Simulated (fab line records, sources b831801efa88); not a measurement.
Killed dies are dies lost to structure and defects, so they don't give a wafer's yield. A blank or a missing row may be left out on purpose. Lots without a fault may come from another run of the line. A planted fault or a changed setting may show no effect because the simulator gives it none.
Chamber matching | flow sky130 | SKY_POLY_GATE_ETCH_17 on rie_si-02: 4 sister chambers
The step etches poly-Si in HBr/Cl2, stops on SiO2, target depth 180 nm, time 70.5 s. 16 wafers are shown with their chamber, then 8 later ones without.

WAFERS WITH THEIR CHAMBER
wafer  | chamber | drypump_motor_current_A (A) | oes_product_au (a.u.) | throttle_valve_pct (%)
L119.1 | 0       | 5.6                         | 0.961                 | 33.694
L119.3 | 3       | 5.9                         | 0.982                 | 33.675
L119.5 | 2       | 6.3                         | 0.981                 | 33.671
L120.1 | 0       | 5.7                         | 0.959                 | 33.675
L120.4 | 3       | 5.9                         | 0.979                 | 33.699
L120.5 | 2       | 6.3                         | 0.985                 | 33.675
L127.1 | 3       | 5.9                         | 0.986                 | 33.682
L127.4 | 2       | 6.3                         | 0.987                 | 33.694
L127.5 | 3       | 5.9                         | 0.994                 | 33.685
L131.2 | 3       | 5.9                         | 0.987                 | 33.680
L131.4 | 2       | 6.3                         | 0.999                 | 33.681
L131.6 | 3       | 5.9                         | 0.995                 | 33.677
L134.3 | 0       | 5.6                         | 0.955                 | 33.686
L134.4 | 3       | 5.9                         | 0.977                 | 33.708
L134.5 | 2       | 6.3                         | 0.977                 | 33.688
L139.1 | 1       | 5.5                         | 0.978                 | 33.671

SIGNATURES (means of the wafers above)
reading                 | chamber 0 | chamber 1 | chamber 2 | chamber 3 | scatter within a chamber
drypump_motor_current_A | 5.633     | 5.500     | 6.300     | 5.900     | 0.0236
oes_product_au          | 0.95833   | 0.97800   | 0.98580   | 0.98571   | 0.00699
throttle_valve_pct      | 33.68500  | 33.67100  | 33.68180  | 33.68657  | 0.0109
Rule: a wafer's distance from a chamber is the root of the sum, over the readings, of the square of ((its reading less the chamber's mean) divided by the reading's scatter). The wafer belongs to the nearest chamber; if the next one is less than 2 further off, it can't be placed. The scatter: the root of (the sum of the squares of (reading less its chamber's mean) over the shown wafers, divided by (wafers less chambers)).

WAFERS WITHOUT THEIR CHAMBER
wafer  | drypump_motor_current_A (A) | oes_product_au (a.u.) | throttle_valve_pct (%)
L139.3 | 6.3                         | 0.989                 | 33.687
L139.5 | 5.9                         | 0.985                 | 33.680
L140.4 | 6.3                         | 0.975                 | 33.686
L140.5 | 5.7                         | 0.967                 | 33.664
L140.6 | 5.9                         | 0.981                 | 33.667
L141.1 | 6.3                         | 0.975                 | 33.699
L141.2 | 5.5                         | 0.967                 | 33.692
L141.4 | 5.9                         | 0.986                 | 33.691

WHICH CHAMBER EACH WENT THROUGH
wafer  | from the rows above | in truth
L139.3 | 2                   | 2
L139.5 | 3                   | 3
L140.4 | 2                   | 2
L140.5 | 0                   | 0
L140.6 | 3                   | 3
L141.1 | 2                   | 2
L141.2 | 1                   | 1
L141.4 | 3                   | 3
Placed correctly: 8 of 8. Can't be placed from these rows: 0. Placed wrongly: 0.
